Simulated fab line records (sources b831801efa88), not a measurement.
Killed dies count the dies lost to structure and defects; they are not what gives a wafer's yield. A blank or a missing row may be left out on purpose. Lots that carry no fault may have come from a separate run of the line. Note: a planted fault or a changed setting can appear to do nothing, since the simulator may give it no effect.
Code-filled problem report in 8D (eight disciplines) form -- flow sky130 -- the parts of the form that need people (team, actions taken, sign-off) are left out

## 1. PROBLEM STATEMENT
Mean of killed-at-other at SKY_PAD_OPEN_PROBE_99: 35.8 across 5 wafers in 2 lots; on wafers with no fault it is 0.2 (standard deviation 0.52). Relative to the usual mean, that is a shift of +68 standard deviations.
Seen first at day 49 05:27 on prober-01, wafer L655.2. Wafers with a number at this step in the record: 15, from 5 lots. Rule for "out" (also "out of limits"): further than 4 standard deviations from the usual mean. Any other wafer with a number is counted as sound.

## 2. WHAT IT IS, AND WHAT IT ISN'T
question,is,is not
which readings at this step,killed-at-other,"killed_at_M0_to_M3, killed_at_M4_up, killed-at-front-end, killed-open, killed-short, sort_bin_6_memory"
which lots,"L655, L657","L644, L648, L650"
which wafers of those lots,"L655.2, L655.3, L655.5, L657.1, L657.3",L657.2
read on which tools,prober-01,prober-02
when,from day 49 05:27,up to then (9 sound wafers); but 1 sound wafer of L657 came after

## 3. SUSPECTS, AND WHAT RULES EACH OUT
Counting: if a tool at a process step up to the reading ran every lot that is out, it stays a suspect. Sound lots after the first of them don't rule it out here, since some wafers of a struck lot are sound.
- plasma-asher-02 at SKY_CAPM_STRIP_14 (strips in O2/N2): kept. Every lot that is out went through it, the first being L655 (day 41 16:12); the last sound lot it ran before that was L648 (day 39 14:20).
- rie-diel-01 at SKY_PASSIVATION_ETCH_11 (etches the open film in CF4/O2, stops on AlCu, target depth 725 nm, time 161.1 s): kept. Every lot that is out went through it, the first being L655 (day 48 08:17); the last sound lot it ran before that was L650 (day 47 06:01).
- prober-01 at SKY_PAD_OPEN_PROBE_99: kept. It ran every lot that is out, first L655 (day 49 05:27). On those wafers its own readings are out: killed-at-other.
- At SKY_CAPM_STRIP_14 on plasma-asher-02, chamber 1 took the sound wafers of the same lots and chamber 0 took the wafers that are out.
After the count, these remain: plasma-asher-02 at SKY_CAPM_STRIP_14, rie-diel-01 at SKY_PASSIVATION_ETCH_11 and prober-01 at SKY_PAD_OPEN_PROBE_99.

## 4. THE CAUSE (what the simulator had put in)
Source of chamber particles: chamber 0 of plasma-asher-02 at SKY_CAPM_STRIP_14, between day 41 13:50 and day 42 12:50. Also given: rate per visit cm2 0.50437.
3 suspects survive the count, and this tool is in that group.

## 5. THE EFFECT CHAIN, in route order
Each row: a reading where the mean over the struck wafers with a number is more than 3 standard deviations away from the usual. Readings are gone through only where the record gives a usual standard deviation; hours: the median, over the lots, of the time from a lot's start at the first step in this table giving one to that lot's start at this step; sigmas: the change measured in usual standard deviations.
hours,step,reading,usual,on struck wafers,change,sigmas
0,SKY_PAD_OPEN_PROBE_99,killed-at-other,0.2,35.8,+35.6,+68
0,SKY_PAD_OPEN_PROBE_99,sort_bin_3_pad_short,0.8 %,2.0,+1.2,+3.2
It contains these process steps:
- SKY_PAD_OPEN_PROBE_99

## 6. HOW IT WOULD HAVE BEEN CAUGHT EARLIER
184 hours passed between the start of the fault at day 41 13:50 and the first reading out of limits in this record, taken at day 49 05:27.
No tool reading at SKY_CAPM_STRIP_14 that has a usual standard deviation in the record was out on any struck wafer, so an alarm limit of 4 standard deviations on those readings would not have fired.
By day 49 05:27, every lot that is out (2) had started SKY_CAPM_STRIP_14 on plasma-asher-02. Had the tool been put on hold then, not one of them would have been saved.
